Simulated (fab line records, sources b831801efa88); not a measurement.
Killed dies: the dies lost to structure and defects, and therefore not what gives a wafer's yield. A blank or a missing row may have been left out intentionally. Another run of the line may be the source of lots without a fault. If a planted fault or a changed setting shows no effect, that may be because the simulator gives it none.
fab line records	flow sky130
[record] lots = 11	wafers = 33	lastDay = 50
route steps=708 shown POLY_CUT@319 SD_P@331 SD_N@344 LI_CONTACT@364
lots that met no fault: taken from a fault-free run of the same line
startH: start of the lot's first displayed wafer, in hours after the record's first day	waitH: hours since the lot's step before	" as in the row above	L1.1+2: several wafers, shown together as one row	- no value present, or no start provided	* or withheld: withheld	< > ~ a bound
route shown NAME@n: NAME is a module with steps in the file, n the number in the route of the first one	usual: average and standard deviation across the fault-free wafers	same: alike in all rows	chamber/n: place in a boat	sites: readings site by site	_std_site: their standard deviation	_edge_site: the outer-site mean with the inner-site mean subtracted	radiusMm: for every site, how far away it sits from the centre of the wafer	mask NAME#n: copy n	behind: the last tool/chamber to shape the wafer	hold: why the lot went on hold/how many hours it stayed there/how the hold came to an end	device: which transistor (n, p or np) failed to switch	end of line: tests of these same wafers at the route's end	a step with no rows: only its recipe	killed: dies that structure and defects cost at the first sort, which is not the same as the wafer's yield	map: shows each die of a wafer: x if killed, . if not, _ if none is there
set.NAME: the run value of the setting; set.NAME@STEP: its run value at that earlier step	model.NAME: the simulator's own value behind a step, which no gauge read
steps of the route over a sample of lots; a table a step, a row a wafer
services: when a tool's chamber went out of use (startH, in hours from the record's first day, below 0 if earlier), for how many hours, and the reason
[[steps]]
[step SKY_POLY_CUT_STRIP_12]
[recipe] chemistry = O2/N2	powerW = 1400	pressureMtorr = 1500	platenTempC = withheld	o2FlowSccm = 3000	n2FlowSccm = 300	overashFraction = 0.5
[usual] drypumpMotorCurrentA = 5.8/0.43	o2FlowSccm = 3000/9.6	oesProductAu = 0.452/0.0043	stripTimeToEndpointS = 5.358/0.018
lot.wafer	tool	chamber	startH	waitH	drypumpMotorCurrentA	o2FlowSccm	oesProductAu	rfHoursCounterH	stripTimeToEndpointS
L929.1	plasmaAsher-03	1	563.19	0.0	6.1	2998	0.458	78	5.368
L929.2	"	0	"	"	5.1	3003	0.458	78	5.343
L929.5	"	0	"	"	5.1	3005	0.452	-	5.361
L932.2	plasmaAsher-01	1	599.72	0.0	5.4	2999	0.448	87	5.343
L932.3	"	1	"	"	5.4	2993	0.446	-	5.349
L932.5	"	1	"	"	5.4	3007	0.453	-	5.345
L935.3	plasmaAsher-03	1	618.22	0.1	6.0	2993	0.452	-	5.382
L935.4	"	0	"	"	5.0	2987	0.449	-	5.365
L935.5	"	0	"	"	5.1	2997	0.459	-	5.371
L936.3	plasmaAsher-03	1	628.35	0.1	6.0	2995	0.453	-	5.383
L936.4	"	0	"	"	5.0	2988	0.456	-	5.368
L936.6	"	0	"	"	5.0	3004	0.451	-	5.380
L937.2	plasmaAsher-01	1	636.17	0.0	5.4	3000	0.446	91	5.352
L937.3	"	1	"	"	5.4	3010	0.454	-	5.365
L937.5	"	1	"	"	5.4	3003	0.451	-	5.359
L942.1	plasmaAsher-01	0	676.62	0.0	6.4	2992	0.445	95	5.328
L942.3	"	0	"	"	6.4	2994	0.458	-	5.313
L942.6	"	1	"	"	5.4	3000	0.452	-	5.328
L945.1	plasmaAsher-04	1	701.99	0.0	5.7	2998	0.455	51	5.319
L945.4	"	1	"	"	5.7	2992	0.453	-	5.322
L945.5	"	0	"	"	6.0	3002	0.452	-	5.347
L947.1	plasmaAsher-04	0	715.29	0.0	6.0	2989	0.447	53	5.340
L947.2	"	1	"	"	5.7	2981	0.455	53	5.351
L947.4	"	0	"	"	6.0	2999	0.458	-	5.364
L949.2	plasmaAsher-01	1	724.09	0.0	5.4	2981	0.442	99	5.314
L949.3	"	1	"	"	5.4	3001	0.450	-	5.319
L949.5	"	1	"	"	5.4	3002	0.452	-	5.347
L951.1	plasmaAsher-01	0	743.12	0.0	6.4	2986	0.457	0	5.350
L951.5	"	1	"	"	5.4	2991	0.452	-	5.337
L951.6	"	0	"	"	6.4	2997	0.447	-	5.351
L952.2	plasmaAsher-03	0	745.02	0.0	5.1	2993	0.452	96	5.380
L952.3	"	1	"	"	6.0	3017	0.453	-	5.372
L952.4	"	0	"	"	5.1	2979	0.449	-	5.369
[step SKY_SD_P_TW_MEAS_11]
[usual] SD_P_TW = 2841/35
lot.wafer	tool	chamber	startH	waitH	SD_P_TW
L929.1	filmMetro-03	-	593.20	0.1	2854
L929.2	"	-	"	"	2860
L929.5	"	-	"	"	2854
L932.2	filmMetro-01	-	630.95	0.1	2779
L932.3	"	-	"	"	2791
L932.5	"	-	"	"	2789
L935.3	filmMetro-03	-	647.17	0.1	2853
L935.4	"	-	"	"	2856
L935.5	"	-	"	"	2850
L936.3	filmMetro-04	-	657.83	0.1	2873
L936.4	"	-	"	"	2881
L936.6	"	-	"	"	2885
L937.2	filmMetro-03	-	665.37	0.1	2864
L937.3	"	-	"	"	2867
L937.5	"	-	"	"	2885
L942.1	filmMetro-01	-	705.45	0.1	2797
L942.3	"	-	"	"	2786
L942.6	"	-	"	"	2777
L945.1	filmMetro-03	-	731.39	0.1	2858
L945.4	"	-	"	"	2870
L945.5	"	-	"	"	2871
L947.1	filmMetro-01	-	743.59	0.1	2805
L947.2	"	-	"	"	2794
L947.4	"	-	"	"	2794
L949.2	filmMetro-01	-	752.65	0.1	2803
L949.3	"	-	"	"	2807
L949.5	"	-	"	"	2807
L951.1	filmMetro-01	-	772.06	0.1	2792
L951.5	"	-	"	"	2784
L951.6	"	-	"	"	2799
L952.2	filmMetro-03	-	773.30	0.1	2855
L952.3	"	-	"	"	2867
L952.4	"	-	"	"	2855
[step SKY_SD_N_COAT_02]
[recipe] resist = NOVOLAK	spinRpm = 3000	resistThkNm = 1140
[usual] dispensePressureKPa = 50.9/2.7
lot.wafer	tool	chamber	startH	waitH	dispensePressureKPa
L929.1	lithoTrack-02	0	636.53	0.1	51.4
L929.2	"	0	"	"	51.4
L929.5	"	0	"	"	51.4
L932.2	lithoTrack-02	0	674.00	0.1	51.4
L932.3	"	0	"	"	51.3
L932.5	"	0	"	"	51.4
L935.3	lithoTrack-01	0	690.10	0.1	47.4
L935.4	"	0	"	"	47.3
L935.5	"	0	"	"	47.3
L936.3	lithoTrack-04	0	700.63	0.1	53.6
L936.4	"	0	"	"	53.7
L936.6	"	0	"	"	53.6
L937.2	lithoTrack-04	0	707.40	0.1	53.7
L937.3	"	0	"	"	53.7
L937.5	"	0	"	"	53.7
L942.1	lithoTrack-04	0	747.23	0.1	53.7
L942.3	"	0	"	"	53.7
L942.6	"	0	"	"	53.7
L945.1	lithoTrack-02	0	773.48	0.1	51.4
L945.4	"	0	"	"	51.4
L945.5	"	0	"	"	51.4
L947.1	lithoTrack-02	0	784.83	0.1	51.4
L947.2	"	0	"	"	51.3
L947.4	"	0	"	"	51.4
L949.2	lithoTrack-04	0	794.15	0.1	53.7
L949.3	"	0	"	"	53.6
L949.5	"	0	"	"	53.7
L951.1	lithoTrack-01	0	812.65	0.1	47.4
L951.5	"	0	"	"	47.4
L951.6	"	0	"	"	47.4
L952.2	lithoTrack-01	0	814.27	0.1	47.4
L952.3	"	0	"	"	47.4
L952.4	"	0	"	"	47.4
[step SKY_SD_N_CD_MEAS_07]
[recipe] targetCdNm = 380
[usual] cdNm = 380.3/2.9
lot.wafer	tool	chamber	startH	waitH	hold	cdNm
L929.1	cdSem-02	-	651.15	0.1	-	381.0
L929.2	"	-	"	"	-	379.7
L929.5	"	-	"	"	-	377.8
L932.2	cdSem-02	-	688.62	0.1	-	376.7
L932.3	"	-	"	"	-	377.4
L932.5	"	-	"	"	-	377.1
L935.3	cdSem-01	-	704.37	0.1	-	384.4
L935.4	"	-	"	"	-	384.4
L935.5	"	-	"	"	-	385.8
L936.3	cdSem-02	-	714.57	0.1	-	382.0
L936.4	"	-	"	"	-	378.7
L936.6	"	-	"	"	-	379.1
L937.2	cdSem-02	-	721.62	0.1	-	386.3
L937.3	"	-	"	"	-	384.2
L937.5	"	-	"	"	-	384.7
L942.1	cdSem-02	-	761.55	0.1	-	386.3
L942.3	"	-	"	"	-	385.6
L942.6	"	-	"	"	-	385.9
L945.1	cdSem-02	-	787.35	0.1	awaitDispo/0.2h/release	391.4
L945.4	"	-	"	"	awaitDispo/0.2h/release	393.1
L945.5	"	-	"	"	awaitDispo/0.2h/release	390.9
L945.1	cdSem-02	-	787.63	0.3	-	391.9
L945.4	"	-	"	"	-	392.7
L945.5	"	-	"	"	-	390.7
L947.1	cdSem-02	-	798.63	0.1	awaitDispo/0.2h/release	393.6
L947.2	"	-	"	"	awaitDispo/0.2h/release	390.4
L947.4	"	-	"	"	awaitDispo/0.2h/release	392.0
L947.1	cdSem-02	-	798.92	0.3	-	393.6
L947.2	"	-	"	"	-	390.3
L947.4	"	-	"	"	-	391.8
L949.2	cdSem-02	-	808.10	0.1	-	377.5
L949.3	"	-	"	"	-	379.0
L949.5	"	-	"	"	-	381.1
L951.1	cdSem-02	-	826.30	0.1	-	378.6
L951.5	"	-	"	"	-	378.6
L951.6	"	-	"	"	-	377.9
L952.2	cdSem-02	-	827.65	0.1	-	383.7
L952.3	"	-	"	"	-	382.4
L952.4	"	-	"	"	-	380.7
[step SKY_SD_N_STRIP_11]
[recipe] chemistry = O2/N2	powerW = 1400	pressureMtorr = 1500	platenTempC = withheld	o2FlowSccm = 3000	n2FlowSccm = 300	overashFraction = 0.5
[usual] drypumpMotorCurrentA = 5.7/0.32	o2FlowSccm = 3000/9.1	oesProductAu = 0.528/0.0047	stripTimeToEndpointS = 22.57/0.043
lot.wafer	tool	chamber	startH	waitH	drypumpMotorCurrentA	o2FlowSccm	oesProductAu	rfHoursCounterH	stripTimeToEndpointS
L929.1	plasmaAsher-04	0	651.60	0.1	6.0	3012	0.536	46	22.63
L929.2	"	1	"	"	5.7	2985	0.522	46	22.56
L929.5	"	1	"	"	5.7	2992	0.522	-	22.58
L932.2	plasmaAsher-02	0	689.05	0.1	5.6	3018	0.531	25	22.58
L932.3	"	1	"	"	5.8	2988	0.527	-	22.54
L932.5	"	1	"	"	5.8	2980	0.524	-	22.56
L935.3	plasmaAsher-02	1	704.82	0.1	5.8	2990	0.535	-	22.47
L935.4	"	0	"	"	5.6	2999	0.533	-	22.54
L935.5	"	0	"	"	5.6	3006	0.529	-	22.54
L936.3	plasmaAsher-03	0	715.02	0.1	5.0	3001	0.538	-	22.58
L936.4	"	1	"	"	6.0	3008	0.529	-	22.56
L936.6	"	0	"	"	5.0	3006	0.530	-	22.56
L937.2	plasmaAsher-04	0	722.05	0.1	6.0	3001	0.529	53	22.51
L937.3	"	0	"	"	5.9	2997	0.523	-	22.57
L937.5	"	0	"	"	6.0	3011	0.529	-	22.54
L942.1	plasmaAsher-02	0	762.00	0.1	5.6	2995	0.531	33	22.60
L942.3	"	1	"	"	5.8	3009	0.536	-	22.59
L942.6	"	1	"	"	5.8	3003	0.522	-	22.60
L945.1	plasmaAsher-02	0	791.16	0.2	5.7	2992	0.518	35	21.29
L945.4	"	1	"	"	5.8	2998	0.511	-	21.31
L945.5	"	1	"	"	5.8	2995	0.509	-	21.28
L947.1	plasmaAsher-03	0	805.71	0.1	5.1	3019	0.509	101	21.31
L947.2	"	1	"	"	6.0	3001	0.522	101	21.34
L947.4	"	1	"	"	6.0	3000	0.518	-	21.32
L949.2	plasmaAsher-02	0	808.54	0.1	5.6	3000	0.530	37	22.62
L949.3	"	0	"	"	5.6	2997	0.523	-	22.58
L949.5	"	0	"	"	5.6	2995	0.533	-	22.61
L951.1	plasmaAsher-03	0	826.75	0.1	5.0	2996	0.528	104	22.70
L951.5	"	1	"	"	6.0	2989	0.529	-	22.66
L951.6	"	0	"	"	5.0	3007	0.528	-	22.68
L952.2	plasmaAsher-02	1	828.09	0.1	5.8	2996	0.524	39	22.56
L952.3	"	0	"	"	5.6	3001	0.528	-	22.56
L952.4	"	1	"	"	5.8	3006	0.518	-	22.58
[step SKY_LI_CONTACT_CMP_02]
[recipe] material = PSG	downForcePsi = 4	platenRpm = 60	padVelocityMS = 0.94248
[usual] motorCurrentA = 12.3/1.8	retainingRingPressureFrac = 1.000/0.0045	timeToEndpointS = 31/4.7
lot.wafer	tool	chamber	startH	waitH	motorCurrentA	retainingRingPressureFrac	timeToEndpointS
L929.1	cmp-02	2	652.68	0.1	15.0	1.005	29
L929.2	"	3	"	"	13.3	0.992	35
L929.5	"	1	"	"	10.7	0.998	31
L932.3	cmp-02	0	690.02	0.1	11.4	1.004	26
L932.2	"	2	"	"	15.5	1.008	30
L932.5	"	3	"	"	15.0	0.998	35
L935.3	cmp-01	2	705.71	0.0	12.8	1.001	36
L935.4	"	1	"	"	11.3	1.000	29
L935.5	"	3	"	"	9.4	0.998	36
L936.4	cmp-02	2	715.97	0.1	16.3	0.998	24
L936.3	"	0	"	"	12.1	1.001	28
L936.6	"	2	"	"	14.7	0.997	29
L937.3	cmp-02	0	722.97	0.0	12.0	0.996	27
L937.2	"	2	"	"	15.0	1.006	27
L937.5	"	0	"	"	11.2	0.996	28
L942.3	cmp-01	0	762.98	0.1	13.3	1.005	36
L942.1	"	1	"	"	10.9	1.004	30
L942.6	"	0	"	"	12.0	1.004	35
L945.4	cmp-02	1	792.91	0.4	10.3	1.001	32
L945.1	"	0	"	"	11.9	1.007	26
L945.5	"	2	"	"	15.2	1.002	30
L947.4	cmp-01	1	807.05	0.2	11.0	0.996	29
L947.1	"	2	"	"	12.9	0.997	35
L947.2	"	3	"	"	9.7	0.989	38
L949.3	cmp-02	0	809.51	0.1	11.7	0.998	26
L949.2	"	1	"	"	10.6	0.995	30
L949.5	"	0	"	"	11.6	1.000	28
L951.1	cmp-01	3	827.78	0.1	9.4	1.009	38
L951.6	"	1	"	"	11.3	0.999	30
L951.5	"	2	"	"	13.7	1.006	37
L952.3	cmp-01	1	829.01	0.0	11.8	1.002	30
L952.4	"	2	"	"	12.8	0.999	36
L952.2	"	3	"	"	9.6	0.996	39
[[services]]
tool	chamber	startH	hours	kind
lithoTrack-02	-	552.41	-	consumableReplace:filter
cmp-02	-	572.26	4.0	pm
plasmaAsher-01	-	573.90	4.4	repair
cmp-02	-	576.26	-	consumableReplace:conditioner
cmp-02	-	576.26	-	consumableReplace:pad
plasmaAsher-01	-	587.94	4.5	repair
cmp-02	-	607.38	1.4	repair
cmp-01	-	633.72	1.9	repair
cmp-02	-	691.99	5.5	pm
plasmaAsher-01	-	710.02	0.7	repair
cmp-01	-	721.66	5.5	pm
cmp-01	-	729.68	5.9	pm
plasmaAsher-01	-	733.75	9.0	pm
plasmaAsher-01	0	733.75	9.0	ventCycle
plasmaAsher-01	1	733.75	9.0	ventCycle
plasmaAsher-01	0	742.75	-	clean
plasmaAsher-01	1	742.75	-	clean
cmp-01	-	744.09	4.0	pm
cmp-01	-	748.09	-	consumableReplace:conditioner
cmp-01	-	748.09	-	consumableReplace:pad
cmp-02	-	750.28	1.3	repair
cmp-02	-	766.02	1.7	repair
cmp-02	-	769.91	1.5	repair
plasmaAsher-02	-	820.39	2.8	pm
[[key]]
[firstSign] step = SKY_SD_N_CD_MEAS_07	reading = visit	direction = added
[effect] step = SKY_SD_N_CD_MEAS_07	reading = cdNm	direction = up	sigmas = 4	usual = 380.3	struck = 391.9
[effect] step = SKY_SD_N_STRIP_11	reading = stripTimeToEndpointS	direction = down	sigmas = 29	usual = *	struck = *
metAt SKY_SD_N_COAT_02
struckLots L945,L947
testerLeftOut L945,L947
notActingAt SKY_POLY_CUT_STRIP_12,SKY_SD_P_TW_MEAS_11,SKY_LI_CONTACT_CMP_02
onsetBetween 674.00 773.48
[fault] kind = processParameterDrift	tool = lithoTrack-02	chamber = -	onsetH = 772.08	steps = SKY_SD_N_COAT_02	channel = resistThkNm	offset = -112.14	shape = step	endH = 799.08	actsIn = theseRecipesOnly	stated = 1140
// testerLeftOut: of these lots the tester's yield and bins aren't shown, on N5 and GAA mostly nor the transistor test; their killed dies are dies lost to structure and defects alone, not to doping, threshold or leakage, so they don't give the yield
